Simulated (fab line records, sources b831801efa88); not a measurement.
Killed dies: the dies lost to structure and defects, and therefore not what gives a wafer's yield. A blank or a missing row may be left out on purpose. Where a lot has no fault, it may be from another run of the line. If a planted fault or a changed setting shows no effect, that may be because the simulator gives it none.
fab line records    flow sky130    part 1 of 2: steps 1 to 33 of 45
record: lots: 5  wafers: 15  last-day: 50
route steps=708 shown NWELL@60 PWDE@84 VT_ADJUST_HVTP@85 VT_ADJUST_LVTN@97
lots that met no fault: from a run of the same line without faults
start-h: hours from the record's first day to the start of the lot's first wafer shown    wait-h: how many hours have passed since the lot's step before this one    " identical to the entry in the row above    L1.1+2: several wafers, shown together as one row    - no value, or no start was given    * or withheld: withheld    < > ~ a bound
route shown NAME@n: NAME is a module with steps in the file, n the number in the route of the first one    usual: mean/standard deviation taken from wafers without a fault    same: alike in all rows    chamber/n: place in a boat    sites: each site's reading    _std_site: standard deviation of those values    _edge_site: inner sites' mean taken away from outer sites' mean    radius-mm: for every site, how far away it sits from the centre of the wafer    mask NAME#n: copy n    behind: the tool/chamber that last shaped the wafer    hold: what put the lot on hold/how long, in hours/how the hold closed    device: the n, p or np transistor that did not switch    end of line: at the end of the route, the tests of the same wafers    a step given without rows: its recipe and nothing more    killed: count of dies lost to structure and defects at first sort (not the wafer's yield)    map: dies across one wafer; x = killed, . = not, _ = none there
set.NAME: the setting as run; set.NAME@STEP: as run at that earlier step    model.NAME: the simulator's own value behind a step, which no gauge read
lots at selected steps of the route; one table per step, one row per wafer
services: a tool's chamber out of use, with start hour (start-h, from the record's first day; less than 0 if before it), hours out, and reason
== steps ==
step: SKY_NWELL_EXPOSE_07
recipe: mask-id: NWM  na: 0.6  source-shape: conventional  sigma-outer: 0.6  polarization: unpolarized  target-cd-nm: 840  dose-mj: 255
same: sigma-outer: 0.6
lot.wafer   tool              chamber  start-h  wait-h  mask
L074.2+3+4  iline-stepper-02  0        -        -       NWM#0
L084.2+4+5  iline-stepper-01  0        -        -       NWM#0
L085.2+3+4  iline-stepper-01  0        -        -       NWM#0
L091.2+4+6  iline-stepper-01  0        -        -       NWM#0
L095.1+3+5  iline-stepper-02  0        -        -       NWM#0
step: SKY_NWELL_PEB_08
recipe: temp-c: 115  time-s: withheld
lot.wafer   tool            chamber  start-h  wait-h
L074.2+3+4  litho-track-01  0        -        -
L084.2+4+5  litho-track-03  0        -        -
L085.2+3+4  litho-track-01  0        -        -
L091.2+4+6  litho-track-02  0        -        -
L095.1+3+5  litho-track-03  0        -        -
step: SKY_NWELL_DEVELOP_09
recipe: wall-angle-deg: 90  developer: TMAH  develop-time-s: 60  dev-temp-c: 23
lot.wafer   tool            chamber  start-h  wait-h
L074.2+3+4  litho-track-01  0        -        -
L084.2+4+5  litho-track-03  0        -        -
L085.2+3+4  litho-track-01  0        -        -
L091.2+4+6  litho-track-02  0        -        -
L095.1+3+5  litho-track-03  0        -        -
step: SKY_NWELL_OVL_MEAS_10
usual: NWELL_00_OVL: -0.1/1.4
lot.wafer  tool        chamber  start-h  wait-h  NWELL_00_OVL[nm]
L074.2     overlay-01  -        85.42    -       -1.3
L074.3     "           -        "        "       -1.7
L074.4     "           -        "        "       -1.4
L084.2     overlay-02  -        141.68   -       -0.8
L084.4     "           -        "        "       -2.3
L084.5     "           -        "        "       -1.4
L085.2     overlay-02  -        147.82   -       -4.2
L085.3     "           -        "        "       -3.9
L085.4     "           -        "        "       -4.1
L091.2     overlay-02  -        196.84   -       -1.2
L091.4     "           -        "        "       -1.7
L091.6     "           -        "        "       0.4
L095.1     overlay-01  -        215.67   -       1.0
L095.3     "           -        "        "       2.5
L095.5     "           -        "        "       2.9
step: SKY_NWELL_IMPLANT_11
recipe: species: P  energy-kev: 400  dose-cm2: 1.9e+13  tilt-deg: withheld
usual: beam-energy-keV: 400.05/0.13
lot.wafer  tool          chamber  start-h  wait-h  beam-energy-keV
L074.2     implanter-03  0        88.02    2.6     399.84
L074.3     "             0        "        "       400.00
L074.4     "             0        "        "       400.00
L084.2     implanter-02  0        141.73   0.0     400.03
L084.4     "             0        "        "       400.07
L084.5     "             0        "        "       400.03
L085.2     implanter-01  0        147.87   0.0     400.08
L085.3     "             0        "        "       400.02
L085.4     "             0        "        "       399.97
L091.2     implanter-02  0        196.90   0.0     400.16
L091.4     "             0        "        "       400.08
L091.6     "             0        "        "       399.97
L095.1     implanter-01  0        215.71   0.0     400.30
L095.3     "             0        "        "       400.21
L095.5     "             0        "        "       400.22
step: SKY_NWELL_IMPLANT_12
recipe: species: P  energy-kev: 120  dose-cm2: 1.3e+12  tilt-deg: withheld
usual: beam-energy-keV: 120.00/0.041
lot.wafer  tool          chamber  start-h  wait-h  beam-energy-keV
L074.2     implanter-03  0        88.17    0.1     120.02
L074.3     "             0        "        "       120.04
L074.4     "             0        "        "       120.00
L084.2     implanter-02  0        141.88   0.1     119.93
L084.4     "             0        "        "       119.98
L084.5     "             0        "        "       120.00
L085.2     implanter-01  0        148.02   0.1     119.97
L085.3     "             0        "        "       120.05
L085.4     "             0        "        "       119.98
L091.2     implanter-02  0        197.05   0.1     120.02
L091.4     "             0        "        "       120.01
L091.6     "             0        "        "       120.02
L095.1     implanter-01  0        215.86   0.1     119.97
L095.3     "             0        "        "       120.00
L095.5     "             0        "        "       119.95
step: SKY_NWELL_IMPLANT_13
recipe: species: P  energy-kev: 50  dose-cm2: 7e+11  tilt-deg: withheld
usual: beam-energy-keV: 50.000/0.014
lot.wafer  tool          chamber  start-h  wait-h  beam-energy-keV
L074.2     implanter-03  0        88.32    0.1     50.028
L074.3     "             0        "        "       50.016
L074.4     "             0        "        "       50.029
L084.2     implanter-02  0        142.03   0.1     49.989
L084.4     "             0        "        "       50.003
L084.5     "             0        "        "       50.007
L085.2     implanter-01  0        148.17   0.1     50.001
L085.3     "             0        "        "       49.982
L085.4     "             0        "        "       50.010
L091.2     implanter-02  0        197.20   0.1     50.014
L091.4     "             0        "        "       50.025
L091.6     "             0        "        "       50.018
L095.1     implanter-01  0        216.01   0.1     49.989
L095.3     "             0        "        "       50.002
L095.5     "             0        "        "       50.003
step: SKY_NWELL_STRIP_14
recipe: chemistry: O2/N2  power-w: 1400  pressure-mtorr: 1500  platen-temp-c: withheld  o2-flow-sccm: 3000  n2-flow-sccm: 300  overash-fraction: 0.5
usual: drypump-motor-current-A: 5.7/0.55  n2-flow-sccm: 299.9/0.86  oes-product-au: 0.722/0.0045  strip-time-to-endpoint-s: 36.91/0.11
lot.wafer  tool             chamber  start-h  wait-h  drypump-motor-current-A  n2-flow-sccm  oes-product-au  rf-hours-counter-h  strip-time-to-endpoint-s
L074.2     plasma-asher-03  0        88.44    0.1     6.2                      299.6         0.726           41                  36.90
L074.3     "                0        "        "       6.2                      301.6         0.718           -                   36.95
L074.4     "                1        "        "       5.4                      300.0         0.716           -                   36.99
L084.2     plasma-asher-04  0        142.16   0.1     6.0                      299.6         0.715           45                  36.80
L084.4     "                1        "        "       5.4                      300.7         0.722           -                   36.82
L084.5     "                0        "        "       6.0                      299.6         0.727           -                   36.80
L085.2     plasma-asher-03  1        148.30   0.1     5.3                      301.0         0.726           3                   36.84
L085.3     "                1        "        "       5.3                      300.6         0.715           -                   36.74
L085.4     "                0        "        "       6.1                      302.1         0.722           -                   36.73
L091.2     plasma-asher-01  0        197.32   0.1     6.3                      299.7         0.724           52                  37.16
L091.4     "                0        "        "       6.3                      299.0         0.718           -                   37.03
L091.6     "                1        "        "       4.8                      299.8         0.720           -                   37.18
L095.1     plasma-asher-01  1        216.16   0.1     4.8                      300.6         0.723           52                  37.02
L095.3     "                0        "        "       6.3                      299.2         0.724           -                   36.94
L095.5     "                0        "        "       6.3                      301.3         0.731           -                   37.06
step: SKY_NWELL_TW_MEAS_15
usual: NWELL_TW: 1823/9.9
lot.wafer  tool           chamber  start-h  wait-h  NWELL_TW
L074.2     film-metro-02  -        88.55    0.1     1814
L074.3     "              -        "        "       1829
L074.4     "              -        "        "       1837
L084.2     film-metro-01  -        142.27   0.1     1826
L084.4     "              -        "        "       1841
L084.5     "              -        "        "       1837
L085.2     film-metro-02  -        148.41   0.1     1812
L085.3     "              -        "        "       1809
L085.4     "              -        "        "       1809
L091.2     film-metro-01  -        197.43   0.1     1828
L091.4     "              -        "        "       1834
L091.6     "              -        "        "       1832
L095.1     film-metro-02  -        216.26   0.1     1822
L095.3     "              -        "        "       1814
L095.5     "              -        "        "       1832
step: SKY_NWELL_DEHYDRATE_16
recipe: temp-c: 200  time-s: 60
lot.wafer   tool            chamber  start-h  wait-h
L074.2+3+4  litho-track-02  0        96.11    7.6
L084.2+4+5  litho-track-02  0        151.21   8.9
L085.2+3+4  litho-track-02  0        158.11   9.7
L091.2+4+6  litho-track-02  0        206.96   9.5
L095.1+3+5  litho-track-03  0        226.62   10.4
step: SKY_NWELL_HMDS_17
recipe: prime-time-s: 60  prime-temp-c: 120
lot.wafer   tool            chamber  start-h  wait-h
L074.2+3+4  litho-track-02  0        96.26    0.1
L084.2+4+5  litho-track-02  0        151.36   0.1
L085.2+3+4  litho-track-02  0        158.26   0.1
L091.2+4+6  litho-track-02  0        207.11   0.1
L095.1+3+5  litho-track-03  0        226.77   0.1
step: SKY_NWELL_COAT_18
recipe: spin-rpm: 2000  resist-thk-nm: 3000
lot.wafer   tool            chamber  start-h  wait-h
L074.2+3+4  litho-track-02  0        96.41    0.1
L084.2+4+5  litho-track-02  0        151.51   0.1
L085.2+3+4  litho-track-02  0        158.41   0.1
L091.2+4+6  litho-track-02  0        207.26   0.1
L095.1+3+5  litho-track-03  0        226.92   0.1
step: SKY_NWELL_SOFTBAKE_19
recipe: temp-c: 110  time-s: withheld
lot.wafer   tool            chamber  start-h  wait-h
L074.2+3+4  litho-track-02  0        96.57    0.1
L084.2+4+5  litho-track-02  0        151.67   0.1
L085.2+3+4  litho-track-02  0        158.57   0.1
L091.2+4+6  litho-track-02  0        207.42   0.1
L095.1+3+5  litho-track-03  0        227.07   0.1
step: SKY_NWELL_EXPOSE_20
recipe: mask-id: NWM_COMPLEMENT  na: 0.6  source-shape: conventional  sigma-outer: 0.6  polarization: unpolarized  target-cd-nm: 840  dose-mj: 260
same: sigma-outer: 0.6
lot.wafer   tool              chamber  start-h  wait-h  mask
L074.2+3+4  iline-stepper-02  0        -        -       NWM_COMPLEMENT#0
L084.2+4+5  iline-stepper-01  0        -        -       NWM_COMPLEMENT#0
L085.2+3+4  iline-stepper-02  0        -        -       NWM_COMPLEMENT#0
L091.2+4+6  iline-stepper-01  0        -        -       NWM_COMPLEMENT#0
L095.1+3+5  iline-stepper-01  0        -        -       NWM_COMPLEMENT#0
step: SKY_NWELL_PEB_21
recipe: temp-c: 115  time-s: withheld
lot.wafer   tool            chamber  start-h  wait-h
L074.2+3+4  litho-track-03  0        -        -
L084.2+4+5  litho-track-02  0        -        -
L085.2+3+4  litho-track-02  0        -        -
L091.2+4+6  litho-track-03  0        -        -
L095.1+3+5  litho-track-01  0        -        -
step: SKY_NWELL_DEVELOP_22
recipe: wall-angle-deg: 90  developer: TMAH  develop-time-s: 60  dev-temp-c: 23
lot.wafer   tool            chamber  start-h  wait-h
L074.2+3+4  litho-track-03  0        -        -
L084.2+4+5  litho-track-02  0        -        -
L085.2+3+4  litho-track-02  0        -        -
L091.2+4+6  litho-track-03  0        -        -
L095.1+3+5  litho-track-01  0        -        -
step: SKY_NWELL_OVL_MEAS_23
usual: NWELL_01_OVL: 0.5/1.3
lot.wafer  tool        chamber  start-h  wait-h  NWELL_01_OVL[nm]
L074.2     overlay-02  -        105.53   -       -1.9
L074.3     "           -        "        "       -2.4
L074.4     "           -        "        "       -2.0
L084.2     overlay-02  -        161.54   -       1.0
L084.4     "           -        "        "       0.9
L084.5     "           -        "        "       1.2
L085.2     overlay-01  -        168.89   -       -0.4
L085.3     "           -        "        "       -1.7
L085.4     "           -        "        "       -1.0
L091.2     overlay-01  -        218.68   -       4.2
L091.4     "           -        "        "       2.9
L091.6     "           -        "        "       4.1
L095.1     overlay-02  -        239.01   -       0.6
L095.3     "           -        "        "       -0.6
L095.5     "           -        "        "       1.4
step: SKY_NWELL_IMPLANT_24
recipe: species: B  energy-kev: 140  dose-cm2: 9.2e+12  tilt-deg: withheld
usual: beam-energy-keV: 139.99/0.042
lot.wafer  tool          chamber  start-h  wait-h  beam-energy-keV
L074.2     implanter-03  0        105.58   0.0     139.98
L074.3     "             0        "        "       140.00
L074.4     "             0        "        "       139.98
L084.2     implanter-01  0        161.60   0.0     139.96
L084.4     "             0        "        "       139.99
L084.5     "             0        "        "       140.02
L085.2     implanter-02  0        168.95   0.0     140.09
L085.3     "             0        "        "       140.03
L085.4     "             0        "        "       140.06
L091.2     implanter-01  0        218.73   0.0     140.05
L091.4     "             0        "        "       140.08
L091.6     "             0        "        "       140.01
L095.1     implanter-03  0        239.05   0.0     139.97
L095.3     "             0        "        "       139.99
L095.5     "             0        "        "       140.07
step: SKY_NWELL_STRIP_25
recipe: chemistry: O2/N2  power-w: 1400  pressure-mtorr: 1500  platen-temp-c: withheld  o2-flow-sccm: 3000  n2-flow-sccm: 300  overash-fraction: 0.5
usual: drypump-motor-current-A: 5.7/0.52  n2-flow-sccm: 300.2/0.82  oes-product-au: 0.722/0.0048  strip-time-to-endpoint-s: 36.93/0.11
lot.wafer  tool             chamber  start-h  wait-h  drypump-motor-current-A  n2-flow-sccm  oes-product-au  rf-hours-counter-h  strip-time-to-endpoint-s
L074.2     plasma-asher-04  1        105.71   0.1     5.3                      299.1         0.723           42                  37.00
L074.3     "                1        "        "       5.3                      301.6         0.715           -                   37.00
L074.4     "                0        "        "       6.0                      300.2         0.718           -                   37.02
L084.2     plasma-asher-01  0        161.72   0.1     6.3                      301.1         0.727           48                  36.78
L084.4     "                1        "        "       4.8                      300.6         0.722           -                   36.97
L084.5     "                0        "        "       6.3                      299.7         0.732           -                   36.83
L085.2     plasma-asher-04  0        169.07   0.1     6.0                      299.5         0.718           48                  36.78
L085.3     "                0        "        "       6.0                      299.4         0.718           -                   36.81
L085.4     "                1        "        "       5.4                      299.6         0.722           -                   36.68
L091.2     plasma-asher-04  0        218.86   0.1     6.0                      300.7         0.727           53                  36.94
L091.4     "                1        "        "       5.4                      300.9         0.716           -                   36.83
L091.6     "                1        "        "       5.4                      299.7         0.721           -                   36.95
L095.1     plasma-asher-03  1        239.20   0.1     5.3                      300.0         0.729           12                  36.76
L095.3     "                1        "        "       5.3                      298.0         0.729           -                   36.64
L095.5     "                1        "        "       5.3                      300.7         0.719           -                   36.72
step: SKY_NWELL_TW_MEAS_26
usual: NWELL_2_TW: 497.5/2.8
lot.wafer  tool           chamber  start-h  wait-h  NWELL_2_TW
L074.2     film-metro-04  -        105.82   0.1     500.6
L074.3     "              -        "        "       499.7
L074.4     "              -        "        "       500.2
L084.2     film-metro-02  -        161.83   0.1     496.7
L084.4     "              -        "        "       495.7
L084.5     "              -        "        "       495.2
L085.2     film-metro-02  -        169.18   0.1     496.2
L085.3     "              -        "        "       499.6
L085.4     "              -        "        "       495.8
L091.2     film-metro-01  -        218.97   0.1     502.2
L091.4     "              -        "        "       499.2
L091.6     "              -        "        "       501.1
L095.1     film-metro-04  -        239.30   0.1     500.7
L095.3     "              -        "        "       496.9
L095.5     "              -        "        "       497.4
step: SKY_NWELL_CLEAN_27
recipe: chemistry: SC1/SC2  mix: 1:4:20  temp-c: 70  time-s: 150  dry: n2-spin
usual: temp-c: 69.96/0.11
lot.wafer  tool          chamber  start-h  wait-h  temp-c
L074.2     wet-bench-04  3        105.87   0.0     69.81
L074.3     "             3        "        "       69.85
L074.4     "             3        "        "       70.02
L084.2     wet-bench-01  1        161.88   0.0     70.00
L084.4     "             1        "        "       69.87
L084.5     "             1        "        "       69.95
L085.2     wet-bench-02  3        169.23   0.0     69.91
L085.3     "             3        "        "       69.83
L085.4     "             3        "        "       70.02
L091.2     wet-bench-04  2        219.02   0.0     69.86
L091.4     "             2        "        "       69.89
L091.6     "             2        "        "       70.01
L095.1     wet-bench-01  1        239.36   0.1     69.94
L095.3     "             1        "        "       69.92
L095.5     "             1        "        "       70.03
step: SKY_NWELL_RTA_28
recipe: temp-c: 1050  time-s: 30  idle-temp-c: 650  ramp-up-c-per-s: 150  ramp-down-c-per-s: 90  ambient: N2
usual: lamp-power-pct: 25.31/0.054  wafer_temp_C_max: 1054.9/0.98
lot.wafer  tool           chamber  start-h  wait-h  lamp-power-pct  wafer_temp_C_max
L074.2     rtp-anneal-02  0        105.94   0.0     25.21           1056.0
L074.3     "              0        "        "       25.33           1054.9
L074.4     "              0        "        "       25.22           1054.1
L084.2     rtp-anneal-02  0        161.95   0.0     25.29           1054.3
L084.4     "              0        "        "       25.39           1054.5
L084.5     "              0        "        "       25.41           1055.1
L085.2     rtp-anneal-01  0        169.31   0.0     25.39           1053.4
L085.3     "              0        "        "       25.29           1054.3
L085.4     "              0        "        "       25.29           1055.2
L091.2     rtp-anneal-02  0        219.08   0.0     25.30           1055.6
L091.4     "              0        "        "       25.31           1053.5
L091.6     "              0        "        "       25.42           1054.3
L095.1     rtp-anneal-02  0        239.41   0.0     25.30           1055.2
L095.3     "              0        "        "       25.34           1053.5
L095.5     "              0        "        "       25.25           1054.0
step: SKY_NWELL_RS_MEAS_29
recipe: thk-meas-gauge: four-point-probe
usual: NWELL_RS: 624.7/1.8
lot.wafer  tool           chamber  start-h  wait-h  NWELL_RS[ohm/sq]
L074.2     film-metro-04  -        106.04   0.1     624.1
L074.3     "              -        "        "       624.0
L074.4     "              -        "        "       625.4
L084.2     film-metro-02  -        162.05   0.1     623.5
L084.4     "              -        "        "       624.0
L084.5     "              -        "        "       624.5
L085.2     film-metro-02  -        169.41   0.1     624.4
L085.3     "              -        "        "       624.8
L085.4     "              -        "        "       624.0
L091.2     film-metro-02  -        219.19   0.1     622.8
L091.4     "              -        "        "       623.1
L091.6     "              -        "        "       623.3
L095.1     film-metro-04  -        239.51   0.1     626.5
L095.3     "              -        "        "       624.0
L095.5     "              -        "        "       625.0
step: SKY_NWELL_RS_MEAS_31
recipe: thk-meas-gauge: four-point-probe
usual: PWDE_RS: 5282/20
lot.wafer  tool           chamber  start-h  wait-h  PWDE_RS[ohm/sq]
L074.2     film-metro-04  -        106.28   0.1     5282
L074.3     "              -        "        "       5276
L074.4     "              -        "        "       5278
L084.2     film-metro-02  -        162.29   0.1     5255
L084.4     "              -        "        "       5259
L084.5     "              -        "        "       5261
L085.2     film-metro-02  -        169.65   0.1     5254
L085.3     "              -        "        "       5256
L085.4     "              -        "        "       5250
L091.2     film-metro-02  -        219.43   0.1     5280
L091.4     "              -        "        "       5288
L091.6     "              -        "        "       5309
L095.1     film-metro-04  -        239.75   0.1     5271
L095.3     "              -        "        "       5264
L095.5     "              -        "        "       5276
step: SKY_VT_ADJUST_HVTP_DEHYDRATE_00
recipe: temp-c: 200  time-s: 60
lot.wafer   tool            chamber  start-h  wait-h
L074.2+3+4  litho-track-03  0        114.95   8.6
L084.2+4+5  litho-track-04  0        171.67   9.4
L085.2+3+4  litho-track-03  0        179.50   9.8
L091.2+4+6  litho-track-03  0        230.40   10.9
L095.1+3+5  litho-track-04  0        250.24   10.5
step: SKY_VT_ADJUST_HVTP_HMDS_01
recipe: prime-time-s: 60  prime-temp-c: 120
lot.wafer   tool            chamber  start-h  wait-h
L074.2+3+4  litho-track-03  0        115.10   0.1
L084.2+4+5  litho-track-04  0        171.82   0.1
L085.2+3+4  litho-track-03  0        179.65   0.1
L091.2+4+6  litho-track-03  0        230.55   0.1
L095.1+3+5  litho-track-04  0        250.39   0.1
step: SKY_VT_ADJUST_HVTP_COAT_02
recipe: resist: NOVOLAK  spin-rpm: 3000  resist-thk-nm: 1140
lot.wafer   tool            chamber  start-h  wait-h
L074.2+3+4  litho-track-03  0        115.25   0.1
L084.2+4+5  litho-track-04  0        171.97   0.1
L085.2+3+4  litho-track-03  0        179.80   0.1
L091.2+4+6  litho-track-03  0        230.70   0.1
L095.1+3+5  litho-track-04  0        250.54   0.1
step: SKY_VT_ADJUST_HVTP_SOFTBAKE_03
recipe: temp-c: 90  time-s: 60  resist: NOVOLAK
lot.wafer   tool            chamber  start-h  wait-h
L074.2+3+4  litho-track-03  0        115.40   0.1
L084.2+4+5  litho-track-04  0        172.12   0.1
L085.2+3+4  litho-track-03  0        179.95   0.1
L091.2+4+6  litho-track-03  0        230.85   0.1
L095.1+3+5  litho-track-04  0        250.69   0.1
step: SKY_VT_ADJUST_HVTP_EXPOSE_04
recipe: mask-id: HVTPM  na: 0.6  source-shape: conventional  sigma-outer: 0.6  polarization: unpolarized  target-cd-nm: 380  dose-mj: 140
same: sigma-outer: 0.6
lot.wafer   tool              chamber  start-h  wait-h  mask
L074.2+3+4  iline-stepper-01  0        -        -       HVTPM#0
L084.2+4+5  iline-stepper-02  0        -        -       HVTPM#0
L085.2+3+4  iline-stepper-02  0        -        -       HVTPM#0
L091.2+4+6  iline-stepper-02  0        -        -       HVTPM#0
L095.1+3+5  iline-stepper-01  0        -        -       HVTPM#0
step: SKY_VT_ADJUST_HVTP_PEB_05
recipe: temp-c: withheld  time-s: *  resist: NOVOLAK
lot.wafer   tool            chamber  start-h  wait-h
L074.2+3+4  litho-track-01  0        -        -
L084.2+4+5  litho-track-04  0        -        -
L085.2+3+4  litho-track-03  0        -        -
L091.2+4+6  litho-track-01  0        -        -
L095.1+3+5  litho-track-03  0        -        -
step: SKY_VT_ADJUST_HVTP_DEVELOP_06
recipe: resist: NOVOLAK  developer: TMAH  develop-time-s: 60  dev-temp-c: 23
lot.wafer   tool            chamber  start-h  wait-h
L074.2+3+4  litho-track-01  0        123.79   0.1
L084.2+4+5  litho-track-04  0        182.67   0.1
L085.2+3+4  litho-track-03  0        189.65   0.1
L091.2+4+6  litho-track-01  0        242.13   0.1
L095.1+3+5  litho-track-03  0        262.77   0.1
step: SKY_VT_ADJUST_HVTP_CD_MEAS_07
recipe: target-cd-nm: 380
usual: cd-nm: 380.0/2.7
lot.wafer  tool       chamber  start-h  wait-h  cd-nm
L074.2     cd-sem-01  -        124.07   0.3     375.5
L074.3     "          -        "        "       376.7
L074.4     "          -        "        "       377.2
L084.2     cd-sem-01  -        182.81   0.1     380.6
L084.4     "          -        "        "       378.7
L084.5     "          -        "        "       378.2
L085.2     cd-sem-02  -        189.79   0.1     380.5
L085.3     "          -        "        "       380.4
L085.4     "          -        "        "       378.8
L091.2     cd-sem-01  -        242.28   0.1     380.4
L091.4     "          -        "        "       381.7
L091.6     "          -        "        "       380.8
L095.1     cd-sem-02  -        262.92   0.1     381.5
L095.3     "          -        "        "       383.0
L095.5     "          -        "        "       380.4
step: SKY_VT_ADJUST_HVTP_OVL_MEAS_08
usual: VT_ADJUST_HVTP_OVL: -0.7/1.5
lot.wafer  tool        chamber  start-h  wait-h  VT_ADJUST_HVTP_OVL[nm]
L074.2     overlay-01  -        124.17   0.1     -2.2
L074.3     "           -        "        "       -3.8
L074.4     "           -        "        "       -1.3
L084.2     overlay-02  -        182.92   0.1     -2.8
L084.4     "           -        "        "       -2.6
L084.5     "           -        "        "       -2.9
L085.2     overlay-02  -        189.90   0.1     -1.5
L085.3     "           -        "        "       0.4
L085.4     "           -        "        "       -0.6
L091.2     overlay-01  -        242.39   0.1     -0.9
L091.4     "           -        "        "       0.7
L091.6     "           -        "        "       -1.2
L095.1     overlay-01  -        263.04   0.1     0.0
L095.3     "           -        "        "       1.8
L095.5     "           -        "        "       -0.8
